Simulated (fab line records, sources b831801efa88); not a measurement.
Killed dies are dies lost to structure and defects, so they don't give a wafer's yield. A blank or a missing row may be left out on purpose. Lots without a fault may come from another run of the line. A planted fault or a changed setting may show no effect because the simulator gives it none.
Chamber matching | flow sky130 | SKY_CONTACT_CVD_00 on pecvd-04: 3 sister chambers
The step deposits Si3N4, target thk 75 nm. 3 wafers are shown with their chamber, then 8 later ones without.

WAFERS WITH THEIR CHAMBER
wafer  | chamber | heater_power_w (W)
L440.5 | 0       | 828
L443.3 | 1       | 840
L445.1 | 2       | 665

WAFERS WITHOUT THEIR CHAMBER
wafer  | heater_power_w (W)
L445.2 | 908
L445.4 | 682
L451.1 | 737
L451.3 | 874
L451.6 | 785
L455.1 | 777
L455.2 | 875
L455.6 | 863

WHICH CHAMBER EACH WENT THROUGH
wafer  | from the rows above          | in truth
L445.2 | can't be placed: 1 or 0      | 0
L445.4 | 2                            | 2
L451.1 | can't be placed: 2 or 0 or 1 | 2
L451.3 | can't be placed: 1 or 0      | 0
L451.6 | can't be placed: 0 or 1 or 2 | 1
L455.1 | can't be placed: 0 or 1 or 2 | 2
L455.2 | can't be placed: 1 or 0      | 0
L455.6 | can't be placed: 1 or 0      | 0
Placed correctly: 1 of 8. Can't be placed from these rows: 7 (the true chamber is among the candidates in 7). Placed wrongly: 0.
How it was worked out, from the rows above alone: a wafer's distance from a chamber is the root of the sum, over the readings, of the square of ((its reading less the chamber's mean) divided by the reading's scatter). The wafer belongs to the nearest chamber; if the next one is less than 2 further off, it can't be placed. A chamber's mean is the mean of its shown wafers. The scatter: with one shown wafer a chamber, the root of the mean of the squares of how far each hidden wafer lies from its nearest shown one.
